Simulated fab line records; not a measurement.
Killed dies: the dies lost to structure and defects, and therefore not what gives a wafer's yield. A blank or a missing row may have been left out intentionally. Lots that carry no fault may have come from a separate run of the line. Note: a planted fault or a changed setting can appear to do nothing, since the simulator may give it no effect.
Matching of chambers / flow sky130 / 4 sister chambers for SKY_LI_CONTACT_CMP_02 on cmp-02
The step polishes PSG. 14 wafers are shown with their chamber, then 7 later ones without.

## EACH WAFER AND ITS CHAMBER
wafer=L280.1; chamber=1; motorCurrentA (A)=12.3; timeToEndpointS (s)=32
wafer=L280.2; chamber=2; motorCurrentA (A)=12.7; timeToEndpointS (s)=35
wafer=L280.5; chamber=2; motorCurrentA (A)=12.4; timeToEndpointS (s)=39
wafer=L282.3; chamber=3; motorCurrentA (A)=10.6; timeToEndpointS (s)=33
wafer=L282.5; chamber=2; motorCurrentA (A)=11.7; timeToEndpointS (s)=35
wafer=L282.6; chamber=1; motorCurrentA (A)=11.8; timeToEndpointS (s)=27
wafer=L285.2; chamber=3; motorCurrentA (A)=10.7; timeToEndpointS (s)=36
wafer=L285.4; chamber=2; motorCurrentA (A)=11.4; timeToEndpointS (s)=34
wafer=L285.6; chamber=3; motorCurrentA (A)=11.1; timeToEndpointS (s)=36
wafer=L286.1; chamber=3; motorCurrentA (A)=10.3; timeToEndpointS (s)=34
wafer=L286.2; chamber=0; motorCurrentA (A)=12.2; timeToEndpointS (s)=31
wafer=L286.4; chamber=1; motorCurrentA (A)=11.7; timeToEndpointS (s)=30
wafer=L287.4; chamber=0; motorCurrentA (A)=12.7; timeToEndpointS (s)=30
wafer=L287.5; chamber=0; motorCurrentA (A)=12.3; timeToEndpointS (s)=34

SIGNATURES (averages over the wafers above)
reading=motorCurrentA; chamber 0=12.400; chamber 1=11.933; chamber 2=12.050; chamber 3=10.675; scatter within a chamber=0.42
reading=timeToEndpointS; chamber 0=31.67; chamber 1=29.67; chamber 2=35.75; chamber 3=34.75; scatter within a chamber=2.07
Rule: for a wafer and a chamber, the distance is found by dividing, reading by reading, the gap between the wafer's reading and the chamber's mean by the reading's scatter, squaring, summing and taking the root. The wafer belongs to the nearest chamber; if the next one is less than 2 further off, it can't be placed. The scatter is the square root of a quotient: the sum, over the shown wafers, of each reading's squared deviation from its chamber's mean, divided by wafers minus chambers.

## WAFERS MISSING THEIR CHAMBER
wafer=L287.6; motorCurrentA (A)=11.6; timeToEndpointS (s)=27
wafer=L292.1; motorCurrentA (A)=10.6; timeToEndpointS (s)=36
wafer=L292.4; motorCurrentA (A)=11.7; timeToEndpointS (s)=27
wafer=L292.5; motorCurrentA (A)=10.1; timeToEndpointS (s)=36
wafer=L298.1; motorCurrentA (A)=11.6; timeToEndpointS (s)=32
wafer=L298.4; motorCurrentA (A)=12.1; timeToEndpointS (s)=33
wafer=L298.5; motorCurrentA (A)=12.0; timeToEndpointS (s)=38

## THE CHAMBER EACH PASSED THROUGH
wafer=L287.6; from the rows above=can't be placed: 1 or 0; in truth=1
wafer=L292.1; from the rows above=3; in truth=3
wafer=L292.4; from the rows above=can't be placed: 1 or 0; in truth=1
wafer=L292.5; from the rows above=3; in truth=3
wafer=L298.1; from the rows above=can't be placed: 1 or 0 or 2 or 3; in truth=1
wafer=L298.4; from the rows above=can't be placed: 0 or 2 or 1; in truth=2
wafer=L298.5; from the rows above=2; in truth=2
Placed correctly: 3 of 7. Cannot be placed on the basis of these rows: 4; the candidates contain the true chamber in 4. 0 placed wrongly.
